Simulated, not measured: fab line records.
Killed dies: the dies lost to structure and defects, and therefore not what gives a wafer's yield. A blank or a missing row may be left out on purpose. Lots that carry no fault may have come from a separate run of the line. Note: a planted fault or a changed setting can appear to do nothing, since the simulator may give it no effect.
Check of tool commonality || flow sky130 || 39 wafers sampled across 13 lots

WHY IT WAS OPENED
Of 13 lots, 1 have the reading RES_XHIGH_TW flagged at SKY_RES_XHIGH_TW_MEAS_09. Wafers without a fault read 1655, standard deviation 10.
Rule: a lot gets a flag if all its wafers with a number sit over 4 standard deviations from that mean, or if no wafer of it has a number. All remaining lots are regarded as sound.

{"lot": "L465", "measured": "day 26 20:23", "on": "film_metro-04", "RES_XHIGH_TW, wafer by wafer": "1649 1652 1640", "flag": ""}
{"lot": "L467", "measured": "day 27 19:14", "on": "film_metro-03", "RES_XHIGH_TW, wafer by wafer": "1670 1672 1681", "flag": ""}
{"lot": "L468", "measured": "day 27 23:34", "on": "film_metro-01", "RES_XHIGH_TW, wafer by wafer": "1660 1656 1653", "flag": ""}
{"lot": "L469", "measured": "day 28 14:52", "on": "film_metro-03", "RES_XHIGH_TW, wafer by wafer": "1660 1652 1658", "flag": ""}
{"lot": "L471", "measured": "day 29 07:55", "on": "film_metro-01", "RES_XHIGH_TW, wafer by wafer": "1671 1673 1674", "flag": ""}
{"lot": "L473", "measured": "day 29 21:37", "on": "film_metro-04", "RES_XHIGH_TW, wafer by wafer": "30 30 30", "flag": "FLAGGED"}
{"lot": "L472", "measured": "day 30 04:05", "on": "film_metro-04", "RES_XHIGH_TW, wafer by wafer": "1652 1634 1638", "flag": ""}
{"lot": "L480", "measured": "day 32 06:25", "on": "film_metro-01", "RES_XHIGH_TW, wafer by wafer": "1662 1673 1675", "flag": ""}
{"lot": "L481", "measured": "day 32 12:28", "on": "film_metro-04", "RES_XHIGH_TW, wafer by wafer": "1646 1655 1650", "flag": ""}
{"lot": "L482", "measured": "day 32 23:37", "on": "film_metro-04", "RES_XHIGH_TW, wafer by wafer": "1652 1652 1648", "flag": ""}
{"lot": "L483", "measured": "day 33 08:34", "on": "film_metro-03", "RES_XHIGH_TW, wafer by wafer": "1666 1666 1661", "flag": ""}
{"lot": "L484", "measured": "day 33 11:40", "on": "film_metro-01", "RES_XHIGH_TW, wafer by wafer": "1667 1657 1669", "flag": ""}
{"lot": "L486", "measured": "day 34 20:43", "on": "film_metro-04", "RES_XHIGH_TW, wafer by wafer": "1642 1640 1659", "flag": ""}
The numbers of the flagged lots are 30 on average: -1625 against the usual, or -99 or more standard deviations.

LOT BY LOT: THE TOOL USED
The record holds 2 process steps before the reading, out of a route of 708 steps. In each cell: the tool, then ch and the chambers that the sampled wafers went through, then the start.
{"lot": "L465", "flag": "", "SKY_POLY_CUT_ETCH_11": "rie_diel-01 ch 1,2,3, day 24 09:47", "SKY_RES_XHIGH_EXPOSE_04": "iline_stepper-02 ch 0, day 26 06:28"}
{"lot": "L467", "flag": "", "SKY_POLY_CUT_ETCH_11": "rie_diel-03 ch 1,3, day 25 08:35", "SKY_RES_XHIGH_EXPOSE_04": "iline_stepper-02 ch 0, day 27 04:44"}
{"lot": "L468", "flag": "", "SKY_POLY_CUT_ETCH_11": "rie_diel-04 ch 1,2,3, day 25 13:01", "SKY_RES_XHIGH_EXPOSE_04": "iline_stepper-01 ch 0, day 27 09:50"}
{"lot": "L469", "flag": "", "SKY_POLY_CUT_ETCH_11": "rie_diel-03 ch 0,2,3, day 26 05:49", "SKY_RES_XHIGH_EXPOSE_04": "iline_stepper-02 ch 0, day 28 00:42"}
{"lot": "L471", "flag": "", "SKY_POLY_CUT_ETCH_11": "rie_diel-04 ch 0,1,3, day 26 23:03", "SKY_RES_XHIGH_EXPOSE_04": "iline_stepper-01 ch 0, day 28 18:43"}
{"lot": "L473", "flag": "FLAGGED", "SKY_POLY_CUT_ETCH_11": "rie_diel-04 ch 0,1,3, day 27 12:58", "SKY_RES_XHIGH_EXPOSE_04": "iline_stepper-02 ch 0, day 29 07:02"}
{"lot": "L472", "flag": "", "SKY_POLY_CUT_ETCH_11": "rie_diel-03 ch 1,2,3, day 27 18:37", "SKY_RES_XHIGH_EXPOSE_04": "iline_stepper-02 ch 0, day 29 13:02"}
{"lot": "L480", "flag": "", "SKY_POLY_CUT_ETCH_11": "rie_diel-01 ch 2,3, day 29 22:52", "SKY_RES_XHIGH_EXPOSE_04": "iline_stepper-02 ch 0, day 31 17:13"}
{"lot": "L481", "flag": "", "SKY_POLY_CUT_ETCH_11": "rie_diel-01 ch 1,2, day 30 03:59", "SKY_RES_XHIGH_EXPOSE_04": "iline_stepper-02 ch 0, day 31 21:19"}
{"lot": "L482", "flag": "", "SKY_POLY_CUT_ETCH_11": "rie_diel-01 ch 1,3, day 30 14:40", "SKY_RES_XHIGH_EXPOSE_04": "iline_stepper-02 ch 0, day 32 09:22"}
{"lot": "L483", "flag": "", "SKY_POLY_CUT_ETCH_11": "rie_diel-04 ch 0,1,3, day 31 00:40", "SKY_RES_XHIGH_EXPOSE_04": "iline_stepper-02 ch 0, day 32 19:25"}
{"lot": "L484", "flag": "", "SKY_POLY_CUT_ETCH_11": "rie_diel-01 ch 0,1,2, day 31 04:07", "SKY_RES_XHIGH_EXPOSE_04": "iline_stepper-02 ch 0, day 32 22:37"}
{"lot": "L486", "flag": "", "SKY_POLY_CUT_ETCH_11": "rie_diel-01 ch 0,2,3, day 32 15:07", "SKY_RES_XHIGH_EXPOSE_04": "iline_stepper-02 ch 0, day 34 07:00"}
What is done by these steps:
- SKY_POLY_CUT_ETCH_11: etches Si3N4 in CF4/CH2F2/Ar, stops on poly-Si, time 42.5 s, target depth 60 nm.
- SKY_RES_XHIGH_EXPOSE_04: exposes mask URPM, target cd 1270 nm.
- SKY_RES_XHIGH_TW_MEAS_09

FLAGGED AGAINST TOTAL, ONE TOOL AT A TIME (gauges that did the reading follow at the end)
{"step": "SKY_POLY_CUT_ETCH_11", "tool": "rie_diel-01", "lots run": 6, "flagged": 0, "share of the flagged lots": "none", "sound lots run after its first flagged lot": "-"}
{"step": "SKY_POLY_CUT_ETCH_11", "tool": "rie_diel-03", "lots run": 3, "flagged": 0, "share of the flagged lots": "none", "sound lots run after its first flagged lot": "-"}
{"step": "SKY_POLY_CUT_ETCH_11", "tool": "rie_diel-04", "lots run": 4, "flagged": 1, "share of the flagged lots": "all", "sound lots run after its first flagged lot": "1 (L483)"}
{"step": "SKY_RES_XHIGH_EXPOSE_04", "tool": "iline_stepper-01", "lots run": 2, "flagged": 0, "share of the flagged lots": "none", "sound lots run after its first flagged lot": "-"}
{"step": "SKY_RES_XHIGH_EXPOSE_04", "tool": "iline_stepper-02", "lots run": 11, "flagged": 1, "share of the flagged lots": "all", "sound lots run after its first flagged lot": "7 (L472,L480,L481,L482,L483,L484,L486)"}
{"step": "SKY_RES_XHIGH_TW_MEAS_09", "tool": "film_metro-01", "lots run": 4, "flagged": 0, "share of the flagged lots": "none", "sound lots run after its first flagged lot": "-"}
{"step": "SKY_RES_XHIGH_TW_MEAS_09", "tool": "film_metro-03", "lots run": 3, "flagged": 0, "share of the flagged lots": "none", "sound lots run after its first flagged lot": "-"}
{"step": "SKY_RES_XHIGH_TW_MEAS_09", "tool": "film_metro-04", "lots run": 6, "flagged": 1, "share of the flagged lots": "all", "sound lots run after its first flagged lot": "4 (L472,L481,L482,L486)"}

WHAT IS ALLOWED BY THE TABLE
Rows of the table that ran every flagged lot, 3 in all: rie_diel-04 at SKY_POLY_CUT_ETCH_11, iline_stepper-02 at SKY_RES_XHIGH_EXPOSE_04, film_metro-04 at SKY_RES_XHIGH_TW_MEAS_09.
- rie_diel-04 at SKY_POLY_CUT_ETCH_11 ran 4 lots, 1 of them flagged. Sound lots followed the first flagged one (L483) on it, something a lasting fault affecting the whole tool could not allow.
- iline_stepper-02 at SKY_RES_XHIGH_EXPOSE_04 ran 11 lots, 1 of them flagged. Sound lots followed the first flagged one (L472, L480, L481, L482, L483, L484, L486) on it, something a lasting fault affecting the whole tool could not allow.
- film_metro-04 at SKY_RES_XHIGH_TW_MEAS_09 ran 6 lots, 1 of them flagged. Sound lots followed the first flagged one (L472, L481, L482, L486) on it, something a lasting fault affecting the whole tool could not allow.
None of the table's rows ran every flagged lot and, after the first, no sound lot.

WHAT WAS PUT IN BY THE SIMULATOR
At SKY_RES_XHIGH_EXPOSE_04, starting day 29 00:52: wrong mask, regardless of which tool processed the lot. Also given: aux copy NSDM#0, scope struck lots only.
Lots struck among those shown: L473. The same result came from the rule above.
